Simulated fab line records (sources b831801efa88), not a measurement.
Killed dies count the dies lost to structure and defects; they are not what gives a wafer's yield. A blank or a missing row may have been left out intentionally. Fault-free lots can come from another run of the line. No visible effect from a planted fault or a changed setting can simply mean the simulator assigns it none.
Comparing a struck lot with a sound one | flow sky130 | 15 out of 708 route steps
Sound: these wafers, L956.2, L956.3, L956.5. The struck wafers were L947.2, L947.3, L947.4. The cause comes at the end.
At each step with rows: each side's tool, then ch and its chambers, then its first start. Under that, the readings that differ: sound wafers | struck wafers | difference of the means | sigmas: that difference in standard deviations of wafers without a fault.
alike: words and numbers the same on both sides, and readings whose means are apart by under 2 such deviations; not compared: readings that were withheld, readings missing a value for some wafer, numbers with overlapping values and no deviation given by the record, and bounds like >300 which may hide the same value.
A row with sigmas, a row that says differs or no value, or rows on one side alone: a step with any of these is where the two part. When numbers do not overlap yet have no deviation, they are printed without sigmas and do not part them. A reading that every wafer of one side lacks parts them only if that side has two wafers or more.

SKY_VIA1_CMP_24: polishes, stops on SiO2, t overpolish 16.01 s, target thk 0 nm.
  sound on cmp-02 ch 0,2, day 38 10:22; struck on cmp-01 ch 0,1,2, day 36 02:32
  alike: head pressure psi, motor current A, overpolish run s, time to endpoint s
SKY_METAL2_SPUTTER_00: material Ti, target thk 15 nm, time 10 s.
  struck on pvd sputter-03, day 36 02:50; sound on pvd sputter-04, day 38 10:40
  alike: cathode dc power W, throttle valve pct
then, 1 step without rows for these wafers: SKY_METAL2_SPUTTER_01 (material TiN, target thk 20 nm, time 16.7 s).
SKY_METAL2_SPUTTER_02: material AlCu, target thk 250 nm, time 13.3 s.
  struck on pvd sputter-03, day 36 02:53; sound on pvd sputter-04, day 38 10:43
  alike: cathode dc power W, throttle valve pct
SKY_METAL2_SPUTTER_03: material Ti, target thk 5 nm, time 3.3 s.
  struck on pvd sputter-03, day 36 02:55; sound on pvd sputter-04, day 38 10:44
  alike: cathode dc power W, throttle valve pct
SKY_METAL2_SPUTTER_04: material TiN, target thk 70 nm, time 58.3 s.
  struck on pvd sputter-03, day 36 02:56; sound on pvd sputter-04, day 38 10:45
  alike: cathode dc power W, throttle valve pct
SKY_METAL2_RS_MEAS_05: measures by four-point-probe.
  struck on film metro-01, day 36 03:01; sound on film metro-04, day 38 10:49
  alike: METAL2_ALCU_RS
SKY_METAL2_THK_MEAS_06: measures by xrf.
  struck on film metro-01, day 36 03:08; sound on film metro-04, day 38 10:56
  alike: METAL2_ALCU_THK
then, 4 steps without rows for these wafers: SKY_METAL2_DEHYDRATE_07 (time 60 s); SKY_METAL2_HMDS_08 (prime time 60 s); SKY_METAL2_COAT_09 (resist thk 60 nm); SKY_METAL2_COAT_10 (resist thk 450 nm).
SKY_METAL2_SOFTBAKE_11: time 90 s.
  sound on litho track-01 ch 0, day 38 23:00; struck on litho track-03 ch 0, day 36 15:00
  reading                  | sound                | struck               | difference | sigmas
  heater power total W (W) | 57.47 57.27 57.42    | 57.96 58.21 58.00    | +0.67      | +6
  plate temp C (C)         | 100.01 100.08 100.02 | 101.13 101.13 101.13 | +1.09      | +9
then, 2 steps without rows for these wafers: SKY_METAL2_EXPOSE_12 (exposes mask MM2, target cd 140 nm); SKY_PAD_OPEN_PROBE_99.

== WHERE THEY PART ==
SKY_METAL2_SOFTBAKE_11 only, going by this record.

WHY: the cause the simulator had injected
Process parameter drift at SKY_METAL2_SOFTBAKE_11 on litho track-03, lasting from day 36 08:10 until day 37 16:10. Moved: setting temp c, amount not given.
